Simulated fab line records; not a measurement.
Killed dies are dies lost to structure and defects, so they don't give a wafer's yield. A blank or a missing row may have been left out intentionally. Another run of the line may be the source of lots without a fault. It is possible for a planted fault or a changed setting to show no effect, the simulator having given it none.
Chamber matching / flow sky130 / SKY_CONTACT_ETCH_17 on rie-diel-01: 4 sister chambers
The step etches SiO2 in C4F8/O2/Ar, stops on Si3N4, target depth 340 nm. 4 wafers are shown with their chamber, then 12 later ones without.

== EACH WAFER AND ITS CHAMBER ==
wafer=L086.1; chamber=2; oes-product-au (a.u.)=0.897
wafer=L086.4; chamber=3; oes-product-au (a.u.)=0.892
wafer=L086.5; chamber=1; oes-product-au (a.u.)=0.880
wafer=L086.6; chamber=0; oes-product-au (a.u.)=0.891

== WAFERS WITHOUT THEIR CHAMBER ==
wafer=L090.2; oes-product-au (a.u.)=0.891
wafer=L090.3; oes-product-au (a.u.)=0.904
wafer=L090.5; oes-product-au (a.u.)=0.896
wafer=L093.3; oes-product-au (a.u.)=0.891
wafer=L093.4; oes-product-au (a.u.)=0.892
wafer=L093.5; oes-product-au (a.u.)=0.900
wafer=L095.1; oes-product-au (a.u.)=0.891
wafer=L095.2; oes-product-au (a.u.)=0.891
wafer=L095.3; oes-product-au (a.u.)=0.892
wafer=L095.4; oes-product-au (a.u.)=0.886
wafer=L095.5; oes-product-au (a.u.)=0.900
wafer=L095.6; oes-product-au (a.u.)=0.891

== WHICH CHAMBER EACH ONE RAN IN ==
wafer=L090.2; from the rows above=can't be placed: 0 or 3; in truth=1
wafer=L090.3; from the rows above=can't be placed: 2 or 3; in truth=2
wafer=L090.5; from the rows above=can't be placed: 2 or 3 or 0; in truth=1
wafer=L093.3; from the rows above=can't be placed: 0 or 3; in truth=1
wafer=L093.4; from the rows above=can't be placed: 3 or 0 or 2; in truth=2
wafer=L093.5; from the rows above=can't be placed: 2 or 3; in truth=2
wafer=L095.1; from the rows above=can't be placed: 0 or 3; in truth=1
wafer=L095.2; from the rows above=can't be placed: 0 or 3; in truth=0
wafer=L095.3; from the rows above=can't be placed: 3 or 0 or 2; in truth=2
wafer=L095.4; from the rows above=can't be placed: 0 or 1 or 3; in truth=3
wafer=L095.5; from the rows above=can't be placed: 2 or 3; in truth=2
wafer=L095.6; from the rows above=can't be placed: 0 or 3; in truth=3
Correct placement for 0 of the 12. Cannot be placed on the basis of these rows: 12; the candidates contain the true chamber in 8. Placed wrongly: 0.
How it was worked out, from the rows above alone: a wafer's distance from a chamber is the root of the sum, over the readings, of the square of ((its reading less the chamber's mean) divided by the reading's scatter). If the next closest chamber is less than 2 further off than the closest, the wafer can't be placed; otherwise it belongs to the closest. Each chamber's mean is taken over the wafers shown for it. The scatter (one wafer shown for each chamber): square how far every hidden wafer sits from the nearest shown wafer, average those squares and take the square root.
